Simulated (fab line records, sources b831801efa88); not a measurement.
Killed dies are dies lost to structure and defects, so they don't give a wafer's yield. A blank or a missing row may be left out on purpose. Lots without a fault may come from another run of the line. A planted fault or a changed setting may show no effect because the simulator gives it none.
Which tool did it? | flow gf180mcu | 13 lots, 39 wafers sampled, at 4 steps of a route of 602

WHAT THE GAUGES READ, wafer by wafer
GF_V4_CD_MEAS_14: target cd 260 nm. Usual: cd_nm 259.9 nm, standard deviation 1.1.
lot  | measured     | on        | cd_nm (nm)        | flag
L174 | day 25 01:50 | cd_sem-02 | 258.8 259.4 260.0 |
L175 | day 25 03:10 | cd_sem-02 | 259.0 259.8 258.7 |
L176 | day 25 07:33 | cd_sem-02 | 259.3 260.6 260.4 |
L177 | day 26 02:23 | cd_sem-01 | 261.6 262.0 261.2 |
L178 | day 26 22:41 | cd_sem-01 | 260.4 260.1 260.4 |
L179 | day 27 00:44 | cd_sem-01 | 260.5 259.9 260.5 |
L180 | day 27 04:31 | cd_sem-01 | 258.2 259.3 258.0 |
L182 | day 27 18:23 | cd_sem-01 | 258.1 258.3 257.8 |
L185 | day 28 19:50 | cd_sem-01 | 258.2 258.3 258.4 |
L188 | day 29 13:07 | cd_sem-01 | 260.2 259.7 259.4 |
L190 | day 30 11:34 | cd_sem-02 | 260.9 260.1 261.5 |
L192 | day 30 16:00 | cd_sem-01 | 259.5 260.3 259.8 |
L195 | day 31 11:15 | cd_sem-01 | 260.9 260.9 262.7 |

GF_TOP_METAL_THK_MEAS_06: measures by xrf. Usual: TOP_METAL_ALCU_THK 895 nm, standard deviation 11.
lot  | measured     | on            | TOP_METAL_ALCU_THK (nm) | flag
L174 | day 27 22:17 | film_metro-03 | 910 914 904             |
L175 | day 28 01:08 | film_metro-04 | 897 875 870             |
L176 | day 28 05:33 | film_metro-01 | 888 890 892             |
L177 | day 28 23:28 | film_metro-04 | 898 898 894             |
L178 | day 29 14:20 | film_metro-03 | 901 899 905             |
L179 | day 29 17:50 | film_metro-03 | 900 919 925             |
L180 | day 29 22:06 | film_metro-01 | 888 892 877             |
L182 | day 30 09:44 | film_metro-04 | 899 896 919             |
L185 | day 31 10:56 | film_metro-03 | 896 903 899             |
L188 | day 32 00:47 | film_metro-01 | 897 888 886             |
L190 | day 32 20:49 | film_metro-01 | 890 888 884             |
L192 | day 33 02:20 | film_metro-04 | 901 902 895             |
L195 | day 33 20:22 | film_metro-03 | 900 883 897             |

WHICH TOOL RAN EACH LOT (tool, then ch and the chambers of the sampled wafers, then the start)
lot  | GF_MIM_SPUTTER_08            | GF_V5_ETCH_17
L174 | pvd_sputter-02, day 25 04:35 | rie_diel-03 ch 0,1, day 27 20:00
L175 | pvd_sputter-02, day 25 06:24 | rie_diel-01 ch 0,3, day 27 23:00
L176 | pvd_sputter-01, day 25 09:26 | rie_diel-03 ch 0,1,2, day 28 03:00
L177 | pvd_sputter-04, day 26 04:15 | rie_diel-02 ch 2,3, day 28 21:00
L178 | pvd_sputter-01, day 27 00:33 | rie_diel-01 ch 0,1,3, day 29 12:00
L179 | pvd_sputter-04, day 27 02:41 | rie_diel-03 ch 2,3, day 29 16:00
L180 | pvd_sputter-04, day 27 06:21 | rie_diel-03 ch 0,3, day 29 20:00
L182 | pvd_sputter-04, day 27 20:15 | rie_diel-03 ch 0,2,3, day 30 08:00
L185 | pvd_sputter-01, day 28 21:53 | rie_diel-02 ch 0,1,2, day 31 09:00
L188 | pvd_sputter-04, day 29 15:03 | rie_diel-02 ch 1,2,3, day 31 23:00
L190 | pvd_sputter-02, day 30 13:33 | rie_diel-03 ch 1,3, day 32 19:00
L192 | pvd_sputter-04, day 30 18:04 | rie_diel-01 ch 0,2, day 33 00:00
L195 | pvd_sputter-02, day 31 13:08 | rie_diel-03 ch 0,2,3, day 33 18:00
- GF_MIM_SPUTTER_08: material AlCu, target thk 200 nm, time 10.79 s.
- GF_V5_ETCH_17: etches SiO2 in C4F8/O2/Ar, stops on TiN, target depth 855 nm.

WHAT THE TOOLS THEMSELVES READ (means of the sampled wafers that have a number; where no wafer has one, the mark that the record gives instead)
GF_MIM_SPUTTER_08. Usual: throttle_valve_pct 30.0 %, standard deviation 1.4.
lot  | tool           | throttle_valve_pct (%) | flag
L174 | pvd_sputter-02 | 29.3                   |
L175 | pvd_sputter-02 | 29.9                   |
L176 | pvd_sputter-01 | 30.3                   |
L177 | pvd_sputter-04 | 30.6                   |
L178 | pvd_sputter-01 | 29.1                   |
L179 | pvd_sputter-04 | 31.4                   |
L180 | pvd_sputter-04 | 31.9                   |
L182 | pvd_sputter-04 | 31.1                   |
L185 | pvd_sputter-01 | 29.9                   |
L188 | pvd_sputter-04 | 30.6                   |
L190 | pvd_sputter-02 | 29.1                   |
L192 | pvd_sputter-04 | 30.1                   |
L195 | pvd_sputter-02 | 30.2                   |

GF_V5_ETCH_17. Usual: oes_product_au 0.860 a.u., standard deviation 0.0044.
lot  | tool        | oes_product_au (a.u.) | flag
L174 | rie_diel-03 | 0.859                 |
L175 | rie_diel-01 | 0.862                 |
L176 | rie_diel-03 | 0.860                 |
L177 | rie_diel-02 | 0.862                 |
L178 | rie_diel-01 | 0.864                 |
L179 | rie_diel-03 | 0.864                 |
L180 | rie_diel-03 | 0.861                 |
L182 | rie_diel-03 | 0.864                 |
L185 | rie_diel-02 | 0.861                 |
L188 | rie_diel-02 | 0.858                 |
L190 | rie_diel-03 | 0.859                 |
L192 | rie_diel-01 | 0.856                 |
L195 | rie_diel-03 | 0.858                 |

THE ANSWER, worked out from the rows above alone
Rule: a lot is off if the mean of its wafers that have a number lies more than 3 standard deviations from the usual mean. A lot without any number at a reading at which 4 lots or more have one is off too. The other lots that the step has rows for count as sound. The gauges are gone through in route order, then the tools' own readings, and for those a lot's mean is taken as printed above. The first step at which some lot is off is used, and at that step the reading that is off furthest; a lot without a number counts as furthest.
No lot is off at any reading shown: from this, nothing can be told.

WHAT THE SIMULATOR HAD PUT IN
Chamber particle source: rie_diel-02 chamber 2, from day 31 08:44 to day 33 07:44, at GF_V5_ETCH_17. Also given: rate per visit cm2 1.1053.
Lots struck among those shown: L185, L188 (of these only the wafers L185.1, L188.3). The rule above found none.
